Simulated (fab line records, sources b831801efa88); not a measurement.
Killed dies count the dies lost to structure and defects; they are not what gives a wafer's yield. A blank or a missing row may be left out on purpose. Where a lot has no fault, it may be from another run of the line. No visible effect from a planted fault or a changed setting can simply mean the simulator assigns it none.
Which tool is to blame?	flow sky130	11 lots with 33 wafers sampled at 5 steps, on a route of 708 steps

WHAT THE GAUGES SHOWED, per wafer
SKY_VIA4_THK_MEAS_01.
lot	measured	on	VIA4_HDPCVD_THK (nm)
L176	day 41 15:28	filmMetro-02	1738 1733 1757
L178	day 42 02:44	filmMetro-03	1757 1782 1769
L181	day 43 20:58	filmMetro-01	1753 1748 1760
L185	day 44 07:04	filmMetro-02	1744 1754 1737
L186	day 44 11:41	filmMetro-01	1757 1766 1767
L189	day 45 12:29	filmMetro-02	1768 1732 1745
L191	day 45 21:33	filmMetro-03	2593 2641 2601
L192	day 46 02:58	filmMetro-02	1746 1761 1763
L193	day 46 09:31	filmMetro-02	2644 2643 2628
L194	day 46 14:20	filmMetro-03	2597 2606 2591
L197	day 47 17:35	filmMetro-01	1747 1738 1745

EACH LOT AND THE TOOL THAT RAN IT (in order: tool; ch and the chambers of the sampled wafers; start)
lot	SKY_METAL4_SPUTTER_02	SKY_CAP2M_CVD_00	SKY_CAP2M_STRIP_14	SKY_VIA4_HDPCVD_00
L176	pvdSputter-02, day 39 14:08	pecvd-01 ch 0,2, day 39 14:14	plasmaAsher-03 ch 1, day 40 14:31	hdpcvd-01 ch 0,1, day 41 15:17
L178	pvdSputter-04, day 40 00:17	pecvd-02 ch 0,1,2, day 40 00:24	plasmaAsher-01 ch 0,1, day 41 00:53	hdpcvd-01 ch 0,1,2, day 42 02:33
L181	pvdSputter-04, day 41 21:48	pecvd-04 ch 0,1,2, day 41 21:55	plasmaAsher-01 ch 0,1, day 42 20:49	hdpcvd-02 ch 0,1, day 43 20:46
L185	pvdSputter-02, day 42 07:45	pecvd-01 ch 1,2, day 42 07:52	plasmaAsher-04 ch 0,1, day 43 07:01	hdpcvd-01 ch 0,1,2, day 44 06:53
L186	pvdSputter-04, day 42 11:43	pecvd-02 ch 0,2, day 42 11:50	plasmaAsher-01 ch 0,1, day 43 11:07	hdpcvd-01 ch 0,1, day 44 11:30
L189	pvdSputter-01, day 43 14:22	pecvd-04 ch 0,2, day 43 14:28	plasmaAsher-03 ch 0,1, day 44 13:01	hdpcvd-01 ch 0,2, day 45 12:18
L191	pvdSputter-01, day 44 00:07	pecvd-01 ch 0,1, day 44 00:13	plasmaAsher-04 ch 0,1, day 44 22:01	hdpcvd-01 ch 0,2, day 45 21:22
L192	pvdSputter-01, day 44 06:11	pecvd-04 ch 1,2, day 44 06:17	plasmaAsher-04 ch 0,1, day 45 03:52	hdpcvd-02 ch 1,2, day 46 02:47
L193	pvdSputter-01, day 44 12:44	pecvd-01 ch 0,1,2, day 44 12:50	plasmaAsher-04 ch 0, day 45 10:31	hdpcvd-01 ch 0,1, day 46 09:20
L194	pvdSputter-02, day 44 19:15	pecvd-02 ch 0,2, day 44 19:22	plasmaAsher-01 ch 0,1, day 45 16:39	hdpcvd-01 ch 0,1,2, day 46 14:13
L197	pvdSputter-02, day 45 23:40	pecvd-02 ch 0,2, day 45 23:47	plasmaAsher-03 ch 0,1, day 46 19:52	hdpcvd-02 ch 0,2, day 47 17:23
- SKY_METAL4_SPUTTER_02: material AlCu, target thk 735 nm, time 39.1 s.
- SKY_CAP2M_CVD_00: deposits SiO2, target thk 15.5 nm.
- SKY_CAP2M_STRIP_14: strips in O2/N2.
- SKY_VIA4_HDPCVD_00: deposits SiO2, target thk 1750 nm, time 291.7 s.

THE ANSWER, worked out from the rows above alone
Rule: the lots themselves supply what counts as usual. The widest of any qualifying gaps counts: lots, ordered by their means at a reading, are off when they make up no more than a third of the lots, leave a main group of 4 or more, and stand apart from it by 3 or more times the standard deviation of that group's means. Not used: any main group whose means are identical at the precision the tables above print for the reading. Also off: a lot with no number at a reading for which 4 or more lots have one. All remaining lots with rows at the step are treated as sound.
Off: L191, L193, L194, seen at SKY_VIA4_THK_MEAS_01 (VIA4_HDPCVD_THK). Main group: mean 1753 nm, sd 9.2.
If a tool, at a process step before that reading, ran all the lots that are off and no sound lot after the first of them, it fits. Those tools and the gauges at SKY_VIA4_THK_MEAS_01 are tried in the same way. One fits: SKY_VIA4_HDPCVD_00 on hdpcvd-01. Its last sound lot is L189 (day 45 12:18), its first lot that is off L191 (day 45 21:22): a fault that began between those two fits.

WHAT HAD BEEN PUT IN BY THE SIMULATOR
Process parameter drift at SKY_VIA4_HDPCVD_00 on hdpcvd-01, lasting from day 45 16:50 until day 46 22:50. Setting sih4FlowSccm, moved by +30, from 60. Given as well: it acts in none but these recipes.
Struck lots among those shown: L191, L193, L194. Same finding as the rule above.
